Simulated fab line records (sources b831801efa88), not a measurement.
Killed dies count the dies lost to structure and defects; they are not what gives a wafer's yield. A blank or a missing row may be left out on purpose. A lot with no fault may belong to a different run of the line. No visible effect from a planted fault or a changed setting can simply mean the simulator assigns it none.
Which tool was responsible?	flow sky130	11 lots with 33 wafers sampled at 2 steps, on a route of 708 steps

## WHAT THE GAUGES SHOWED, per wafer
SKY_SONOS_ONO_CD_MEAS_13 targets a cd of 410 nm. Usual: cd_nm 410.3 nm, standard deviation 2.1.
lot	measured	on	cd_nm (nm)	flag
L669	day 12 07:49	cd_sem-02	412.9 413.4 413.3	
L671	day 12 19:08	cd_sem-01	414.5 411.9 413.1	
L672	day 13 04:19	cd_sem-01	411.7 409.4 410.4	
L673	day 13 14:43	cd_sem-01	409.1 408.8 406.4	
L675	day 14 03:50	cd_sem-02	411.0 411.8 412.2	
L676	day 14 13:42	cd_sem-02	410.5 410.1 410.0	
L681	day 16 00:07	cd_sem-01	407.5 407.7 407.3	
L685	day 17 12:08	cd_sem-01	411.3 409.0 409.1	
L686	day 17 21:07	cd_sem-02	409.8 408.3 406.7	
L691	day 19 16:01	cd_sem-02	411.3 408.7 411.3	
L692	day 19 23:59	cd_sem-01	406.3 408.1 407.6	

## EACH LOT AND THE TOOL THAT RAN IT (in order: tool; ch and the chambers of the sampled wafers; start)
lot	SKY_VT_ADJUST_PCH_STRIP_09
L669	plasma_asher-01 ch 0,1, day 10 02:56
L671	plasma_asher-03 ch 0,1, day 10 13:51
L672	plasma_asher-02 ch 0,1, day 10 23:09
L673	plasma_asher-03 ch 0,1, day 11 07:36
L675	plasma_asher-02 ch 0,1, day 11 21:07
L676	plasma_asher-01 ch 0,1, day 12 05:05
L681	plasma_asher-01 ch 0,1, day 13 16:27
L685	plasma_asher-03 ch 0,1, day 14 22:59
L686	plasma_asher-01 ch 0,1, day 15 06:52
L691	plasma_asher-03 ch 0, day 16 21:15
L692	plasma_asher-03 ch 0,1, day 17 01:53
- SKY_VT_ADJUST_PCH_STRIP_09: strips in O2/N2.

## AS READ BY THE TOOLS THEMSELVES (means over the sampled wafers that have a number; for cases with no such wafer, the mark the record gives instead)
SKY_VT_ADJUST_PCH_STRIP_09. Usual: chamber_pressure_mTorr 1500.0 mTorr, standard deviation 1.3; drypump_motor_current_A 5.7 A, standard deviation 0.45; oes_product_au 0.722 a.u., standard deviation 0.0051; strip_time_to_endpoint_s 36.91 s, standard deviation 0.092.
lot	tool	chamber_pressure_mTorr (mTorr)	drypump_motor_current_A (A)	oes_product_au (a.u.)	strip_time_to_endpoint_s (s)	flag
L669	plasma_asher-01	1499.1	5.5	0.721	36.92	
L671	plasma_asher-03	1500.4	5.7	0.722	36.98	
L672	plasma_asher-02	1499.9	5.6	0.728	36.82	
L673	plasma_asher-03	1500.3	5.7	0.719	37.12	
L675	plasma_asher-02	1500.0	5.7	0.720	36.85	
L676	plasma_asher-01	1500.6	5.9	0.721	36.86	
L681	plasma_asher-01	1499.8	5.9	0.719	36.95	
L685	plasma_asher-03	1499.0	5.8	0.717	36.86	
L686	plasma_asher-01	1500.4	5.9	0.723	36.92	
L691	plasma_asher-03	1500.1	5.7	0.716	36.93	
L692	plasma_asher-03	1500.9	5.7	0.726	36.82	

## THE ANSWER, worked out from the rows above alone
Rule: take the mean of a lot's wafers that have a number; if it is more than 3 standard deviations from the usual mean, the lot is off. A lot without any number at a reading at which 4 lots or more have one is off too. All remaining lots with rows at the step are treated as sound. First the gauges in route order, then the tools' own readings, where a lot's mean is used as printed above. At the first step where some lot is off, the reading lying furthest off is the one used; lots without a number count as furthest.
Across all readings shown, no lot is off: no conclusion can be drawn from this.

## WHAT THE SIMULATOR PUT IN
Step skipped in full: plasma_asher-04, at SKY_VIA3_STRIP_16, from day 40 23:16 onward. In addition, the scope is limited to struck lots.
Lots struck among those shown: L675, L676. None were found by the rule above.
